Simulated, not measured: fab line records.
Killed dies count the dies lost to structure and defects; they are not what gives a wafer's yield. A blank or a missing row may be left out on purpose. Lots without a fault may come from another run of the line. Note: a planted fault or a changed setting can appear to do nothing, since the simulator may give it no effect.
Split-lot study | flow sky130 | 23 wafers read from 5 lots, route of 708 steps

THE SPLIT ITSELF
At SKY_SD_N_SOFTBAKE_03 (time 60 s), the setting temp c was moved away from the recipe's 90 C on 6 of the 23 wafers read, by -3.3% to +2.6%. This setting was run at the recipe's value on the other wafers.

FROM THE SPLIT TO THE READING: what the file shows between them, 2 steps
- SKY_SD_N_EXPOSE_04: exposes mask NSDM, target cd 380 nm (also split here: dose mj)
- SKY_SD_N_PEB_05

THE READING
NOVOLAK_of_SD_N_COAT_02.thk nm (the simulator's own value, which no gauge read), in nm, at SKY_SD_N_DEVELOP_06 (develop time 60 s). No usual value for it is given in the file. Average 1139 nm, standard deviation 2.4 nm, over the 17 wafers here run with the recipe.

wafer  | tool, chamber at the split | temp c as run, C | against the recipe | NOVOLAK_of_SD_N_COAT_02.thk nm, nm | against lot-mates on the recipe
L075.1 | litho track-03, 0          | 90               | recipe             | 1142                               | -
L075.2 | litho track-03, 0          | 90               | recipe             | 1141                               | -
L075.3 | litho track-03, 0          | 91.16            | +1.3%              | 1140                               | -1
L075.4 | litho track-03, 0          | 91.16            | +1.3%              | 1134                               | -7
L075.6 | litho track-03, 0          | 90               | recipe             | 1140                               | -
L077.2 | litho track-03, 0          | 90               | recipe             | 1137                               | -
L077.3 | litho track-03, 0          | 90               | recipe             | 1139                               | -
L077.5 | litho track-03, 0          | 90               | recipe             | 1140                               | -
L079.1 | litho track-01, 0          | 87.01            | -3.3%              | 1146                               | +9
L079.2 | litho track-01, 0          | 90               | recipe             | 1137                               | -
L079.4 | litho track-01, 0          | 90               | recipe             | 1140                               | -
L079.5 | litho track-01, 0          | 87.01            | -3.3%              | 1144                               | +7
L079.6 | litho track-01, 0          | 90               | recipe             | 1135                               | -
L081.1 | litho track-03, 0          | 90               | recipe             | 1139                               | -
L081.3 | litho track-03, 0          | 90               | recipe             | 1139                               | -
L081.2 | litho track-03, 0          | 90               | recipe             | 1142                               | -
L081.6 | litho track-03, 0          | 90               | recipe             | 1142                               | -
L081.4 | litho track-03, 0          | 90               | recipe             | 1141                               | -
L085.1 | litho track-02, 0          | 90               | recipe             | 1135                               | -
L085.6 | litho track-02, 0          | 90               | recipe             | 1135                               | -
L085.2 | litho track-02, 0          | 90               | recipe             | 1137                               | -
L085.4 | litho track-02, 0          | 92.35            | +2.6%              | 1129                               | -7
L085.5 | litho track-02, 0          | 92.35            | +2.6%              | 1127                               | -9

THE FIT
A straight line over all 23 wafers: NOVOLAK_of_SD_N_COAT_02.thk nm changes by -2.61 nm for each +1% of temp c; r = -0.78; the points scatter about the line by 2.8 nm.
The same after taking each lot's own level away (the mean of its wafers on the recipe; 23 wafers): -2.59 nm for each +1%; r = -0.91; scatter 1.6 nm.
Per that fit: largest temp c move, reading shift of 8.6 nm.
Measured against the standard deviation above, the lots' own levels, which go from 1135.7 to 1141.0 nm, span 2.2 times it.
So the lot-to-lot level blurs the effect unless lot-mates are compared.
Check: with one of the wafers moved furthest among these (-3.3%) left out of the fit, the line predicts +8.24 nm for it against its lot-mates. Against them it came out at +8.67 nm.

OTHER SPLITS APPLIED TO THESE WAFERS
Other splits were also applied to these wafers ahead of the reading. Each is held against what the fit with the lots' levels taken away leaves over:
other split on the same wafers     | wafers away from the commonest value | r with NOVOLAK_of_SD_N_COAT_02.thk nm (lot level and that fit taken away)
SKY_LDD_HVP_COAT_02 spin rpm       | 4                                    | +0.03
SKY_LDD_HVP_IMPLANT_08 dose cm2    | 11                                   | -0.11
SKY_LDD_LDN_IMPLANT_09 energy kev  | 10                                   | +0.03
SKY_POLY_CUT_COAT_03 spin rpm      | 8                                    | -0.19
SKY_POLY_CUT_ETCH_10 ion energy ev | 11                                   | +0.21
SKY_SD_P_COAT_02 resist thk nm     | 5                                    | -0.10
SKY_RES_XHIGH_SOFTBAKE_03 temp c   | 10                                   | +0.10
SKY_SD_N_EXPOSE_04 dose mj         | 8                                    | -0.23

FILE'S OWN FIT
NOVOLAK_of_SD_N_COAT_02.thk nm changes by -2.51 nm for each +1% of temp c, r = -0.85.
